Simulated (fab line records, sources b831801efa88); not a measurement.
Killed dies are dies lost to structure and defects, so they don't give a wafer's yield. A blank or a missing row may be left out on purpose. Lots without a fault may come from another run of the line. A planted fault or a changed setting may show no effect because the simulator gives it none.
A struck lot beside a sound one | flow sky130 | 13 steps out of a route of 708
Sound: wafers L664.2, L664.3, L664.4. Struck: wafers L677.1, L677.3, L677.5. The cause comes at the end.
At each step with rows: each side's tool, then ch and its chambers, then its first start. Under that, the readings that differ: sound wafers | struck wafers | difference of the means | sigmas: that difference in standard deviations of wafers without a fault.
alike: readings whose means differ by less than 2 such deviations, and words and numbers that are the same on both sides. not compared: withheld readings, readings that some wafer has no value for, bounds like >300 that may hide the same value, and numbers for which the record gives no deviation and whose values overlap.
The two part at a step that has a row with sigmas, a row that says differs or no value, or rows on one side only. Numbers that don't overlap but have no deviation are shown without sigmas and don't part them. A reading that every wafer of one side lacks parts them only if that side has two wafers or more.

SKY_NWELL_TW_MEAS_26:
  sound on film_metro-04, day 6 17:32; struck on film_metro-01, day 10 00:02
  reading    | sound       | struck      | difference | sigmas
  NWELL_2_TW | 494 496 495 | 511 513 511 | +17        | +2
then, 1 step without rows for these wafers: SKY_NWELL_CLEAN_27 (cleans in SC1/SC2, time 150 s).
SKY_NWELL_RTA_28: time 30 s.
  sound on rtp_anneal-01 ch 0, day 6 17:38; struck on rtp_anneal-02 ch 0, day 10 00:09
  alike: lamp_power_pct, wafer_temp_C_max
SKY_NWELL_RS_MEAS_29: measures by four-point-probe.
  sound on film_metro-02, day 6 17:45; struck on film_metro-04, day 10 00:21
  alike: NWELL_RS
SKY_NWELL_RS_MEAS_31: measures by four-point-probe.
  sound on film_metro-02, day 6 17:59; struck on film_metro-04, day 10 00:35
  alike: PWDE_RS
then, 6 steps without rows for these wafers: SKY_VT_ADJUST_HVTP_DEHYDRATE_00 (time 60 s); SKY_VT_ADJUST_HVTP_HMDS_01 (prime time 60 s); SKY_VT_ADJUST_HVTP_COAT_02 (resist thk 1140 nm); SKY_VT_ADJUST_HVTP_SOFTBAKE_03 (time 60 s); SKY_VT_ADJUST_HVTP_EXPOSE_04 (exposes mask HVTPM, target cd 380 nm); SKY_VT_ADJUST_HVTP_PEB_05.
SKY_VT_ADJUST_HVTP_DEVELOP_06: develop time 60 s.
  sound on litho_track-04 ch 0, day 7 13:07; struck on litho_track-04 ch 0, day 10 23:11
  reading              | sound             | struck            | difference | sigmas
  developer_temp_C (C) | 22.77 22.98 22.90 | 25.47 25.36 25.32 | +2.50      | +27
  alike: chill_plate_temp_C
SKY_VT_ADJUST_HVTP_CD_MEAS_07: target cd 380 nm.
  sound on cd_sem-01, day 7 13:16; struck on cd_sem-02, day 10 23:20
  reading    | sound             | struck            | difference | sigmas
  cd_nm (nm) | 383.1 381.2 381.3 | 373.6 372.0 374.0 | -8.7       | -3

WHERE THEY PART
First at SKY_NWELL_TW_MEAS_26; last, within this record, at SKY_VT_ADJUST_HVTP_CD_MEAS_07.

WHY: what the simulator had put in
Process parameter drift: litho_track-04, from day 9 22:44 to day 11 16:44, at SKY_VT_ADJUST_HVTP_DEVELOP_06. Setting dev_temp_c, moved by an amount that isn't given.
